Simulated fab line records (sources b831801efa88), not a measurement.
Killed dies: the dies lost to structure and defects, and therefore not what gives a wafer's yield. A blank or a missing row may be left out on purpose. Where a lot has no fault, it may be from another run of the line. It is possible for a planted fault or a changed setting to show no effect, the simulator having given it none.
The tool behind it: which one? | flow gf180mcu | 12 lots, 36 wafers sampled, at 5 steps of a route of 602

WHAT THE GAUGES READ, wafer by wafer
GF_DUAL_GATE_THK_MEAS_03.
lot  | measured     | on           | DUAL_GATE_OXIDATION_00_THK (nm)
L669 | day 7 16:31  | filmMetro-03 | 11.1 11.2 11.3
L672 | day 8 11:26  | filmMetro-02 | 11.4 11.6 11.4
L673 | day 8 19:37  | filmMetro-03 | 11.1 11.0 11.1
L674 | day 9 02:44  | filmMetro-02 | 10.5 10.7 10.7
L676 | day 9 15:58  | filmMetro-02 | 11.0 10.9 11.0
L677 | day 9 22:34  | filmMetro-02 | 11.2 11.1 11.3
L679 | day 10 14:08 | filmMetro-03 | 11.0 11.2 10.9
L681 | day 11 01:43 | filmMetro-01 | 11.4 11.3 11.2
L682 | day 11 05:27 | filmMetro-03 | 10.5 10.6 10.6
L683 | day 11 14:24 | filmMetro-02 | 10.8 10.9 10.7
L691 | day 13 20:25 | filmMetro-02 | 10.2 10.3 10.2
L692 | day 14 09:29 | filmMetro-03 | 10.6 10.6 10.7

GF_HV_LDD_CD_MEAS_31: the cd target is 400 nm.
lot  | measured     | on       | cdNm (nm)
L669 | day 11 14:01 | cdSem-01 | 396.0 395.4 397.4
L672 | day 12 11:04 | cdSem-02 | 398.3 398.8 397.9
L673 | day 12 19:33 | cdSem-02 | 401.2 396.6 398.4
L674 | day 13 05:04 | cdSem-01 | 401.2 400.8 400.3
L676 | day 13 22:44 | cdSem-02 | 400.6 400.2 397.8
L677 | day 14 02:06 | cdSem-01 | 399.9 400.1 397.2
L679 | day 14 22:38 | cdSem-02 | 396.6 395.4 398.0
L681 | day 15 11:41 | cdSem-02 | 399.0 400.2 397.2
L682 | day 15 15:04 | cdSem-01 | 400.4 400.7 398.8
L683 | day 16 02:19 | cdSem-02 | 404.5 404.1 405.0
L691 | day 18 16:13 | cdSem-02 | 439.6 439.7 436.1
L692 | day 19 08:46 | cdSem-01 | 439.2 437.7 437.0

WHAT TOOL EACH LOT RAN ON (gives the tool, then ch and the chambers of the sampled wafers, and finally the start)
lot  | GF_DUAL_GATE_SOFTBAKE_07         | GF_DUAL_GATE_STRIP_13               | GF_HV_LDD_EXPOSE_28
L669 | lithoTrack-03 ch 0, day 8 00:12  | plasmaAsher-01 ch 0,1, day 8 08:20  | ilineStepper-01 ch 0, day 11 04:44
L672 | lithoTrack-03 ch 0, day 8 19:22  | plasmaAsher-03 ch 0,1, day 9 04:10  | ilineStepper-01 ch 0, day 12 01:59
L673 | lithoTrack-03 ch 0, day 9 04:15  | plasmaAsher-04 ch 0,1, day 9 12:52  | ilineStepper-02 ch 0, day 12 10:31
L674 | lithoTrack-04 ch 0, day 9 11:02  | plasmaAsher-03 ch 0,1, day 9 20:19  | ilineStepper-01 ch 0, day 12 18:58
L676 | lithoTrack-01 ch 0, day 10 00:38 | plasmaAsher-01 ch 0,1, day 10 09:41 | ilineStepper-01 ch 0, day 13 12:35
L677 | lithoTrack-01 ch 0, day 10 06:57 | plasmaAsher-01 ch 0,1, day 10 16:31 | ilineStepper-02 ch 0, day 13 16:05
L679 | lithoTrack-04 ch 0, day 10 22:56 | plasmaAsher-04 ch 0,1, day 11 08:16 | ilineStepper-01 ch 0, day 14 12:09
L681 | lithoTrack-01 ch 0, day 11 11:15 | plasmaAsher-01 ch 0,1, day 11 19:59 | ilineStepper-01 ch 0, day 15 01:22
L682 | lithoTrack-03 ch 0, day 11 14:40 | plasmaAsher-03 ch 0,1, day 11 23:49 | ilineStepper-01 ch 0, day 15 04:22
L683 | lithoTrack-04 ch 0, day 11 23:12 | plasmaAsher-03 ch 0,1, day 12 09:15 | ilineStepper-02 ch 0, day 15 15:05
L691 | lithoTrack-04 ch 0, day 14 06:45 | plasmaAsher-04 ch 0,1, day 14 16:54 | ilineStepper-02 ch 0, day 18 04:23
L692 | lithoTrack-03 ch 0, day 14 19:43 | plasmaAsher-04 ch 0,1, day 15 06:29 | ilineStepper-02 ch 0, day 18 20:49
- GF_DUAL_GATE_SOFTBAKE_07: time 61.56 s.
- GF_DUAL_GATE_STRIP_13: strips in O2/N2.
- GF_HV_LDD_EXPOSE_28: exposes mask Nplus HV AREA, target cd 400 nm.

AS READ BY THE TOOLS THEMSELVES (means over the sampled wafers that have a number; for cases with no such wafer, the mark the record gives instead)
GF_DUAL_GATE_SOFTBAKE_07.
lot  | tool          | exhaustPa (Pa) | plateSensorTCentreC (C) | plateSensorTEdgeC (C)
L669 | lithoTrack-03 | 46.3           | 90.756                  | 90.832
L672 | lithoTrack-03 | 45.5           | 90.763                  | 90.826
L673 | lithoTrack-03 | 45.4           | 90.759                  | 90.831
L674 | lithoTrack-04 | 45.2           | 90.761                  | 90.819
L676 | lithoTrack-01 | 45.8           | 90.760                  | 90.811
L677 | lithoTrack-01 | 45.6           | 90.751                  | 90.831
L679 | lithoTrack-04 | 44.8           | 90.763                  | 90.826
L681 | lithoTrack-01 | 44.6           | 90.769                  | 90.824
L682 | lithoTrack-03 | 45.3           | 90.750                  | 90.821
L683 | lithoTrack-04 | 45.0           | 90.755                  | 90.831
L691 | lithoTrack-04 | 45.3           | 90.752                  | 90.831
L692 | lithoTrack-03 | 44.9           | 90.759                  | 90.826

GF_DUAL_GATE_STRIP_13.
lot  | tool           | drypumpMotorCurrentA (A) | heaterPowerW (W) | oesProductAu (a.u.) | platenTempC (C) | stripTimeToEndpointS (s)
L669 | plasmaAsher-01 | 6.1                      | 306              | 0.720               | 249.90          | 12.66
L672 | plasmaAsher-03 | 6.3                      | 287              | 0.719               | 249.89          | 12.69
L673 | plasmaAsher-04 | 5.2                      | 285              | 0.719               | 249.95          | 12.63
L674 | plasmaAsher-03 | 6.2                      | 292              | 0.718               | 250.13          | 12.69
L676 | plasmaAsher-01 | 6.1                      | 321              | 0.713               | 249.97          | 12.57
L677 | plasmaAsher-01 | 6.1                      | 305              | 0.717               | 250.02          | 12.62
L679 | plasmaAsher-04 | 5.5                      | 300              | 0.712               | 249.89          | 12.56
L681 | plasmaAsher-01 | 6.1                      | 318              | 0.712               | 250.01          | 12.59
L682 | plasmaAsher-03 | 6.1                      | 290              | 0.714               | 250.05          | 12.67
L683 | plasmaAsher-03 | 6.3                      | 281              | 0.715               | 249.86          | 12.57
L691 | plasmaAsher-04 | 5.2                      | 291              | 0.715               | 250.06          | 12.63
L692 | plasmaAsher-04 | 5.5                      | 299              | 0.714               | 249.77          | 12.64

GF_HV_LDD_EXPOSE_28.
lot  | tool            | exposureDoseMJCm2
L669 | ilineStepper-01 | 139.75
L672 | ilineStepper-01 | 139.85
L673 | ilineStepper-02 | 140.08
L674 | ilineStepper-01 | 140.06
L676 | ilineStepper-01 | 139.99
L677 | ilineStepper-02 | 140.00
L679 | ilineStepper-01 | 140.06
L681 | ilineStepper-01 | 139.87
L682 | ilineStepper-01 | 140.10
L683 | ilineStepper-02 | 139.73
L691 | ilineStepper-02 | 158.66
L692 | ilineStepper-02 | 158.92

THE ANSWER, worked out from the rows above alone
Rule: usual is defined by the lots themselves. Put in order of their means at a reading, lots are off if they are a third of the lots or fewer, leave a main group of 4 or more, and stand apart from it by a gap of 3 or more times the standard deviation of the main group's means; of several such gaps the widest counts. Not used: any main group whose means are identical at the precision the tables above print for the reading. Also off: a lot with no number at a reading for which 4 or more lots have one. Where the step has rows for the other lots, those lots are counted as sound. First the gauges in route order, then the tools' own readings, where a lot's mean is used as printed above. The first step at which some lot is off is used, and at that step the reading that is off furthest; a lot without a number counts as furthest.
Off at GF_HV_LDD_CD_MEAS_31 (cdNm): L691, L692. The main group has a mean of 399.3 nm with a standard deviation of 2.2.
If a tool, at a process step before that reading, ran all the lots that are off and no sound lot after the first of them, it fits. Not tried: the gauges at GF_HV_LDD_CD_MEAS_31; whatever is off there is also off at GF_DUAL_GATE_STRIP_13, on other tools, and gauge error can't account for it. 2 tools fit, plasmaAsher-04 at GF_DUAL_GATE_STRIP_13 and ilineStepper-02 at GF_HV_LDD_EXPOSE_28, so this cannot tell which one it is.

WHAT WAS PUT IN BY THE SIMULATOR
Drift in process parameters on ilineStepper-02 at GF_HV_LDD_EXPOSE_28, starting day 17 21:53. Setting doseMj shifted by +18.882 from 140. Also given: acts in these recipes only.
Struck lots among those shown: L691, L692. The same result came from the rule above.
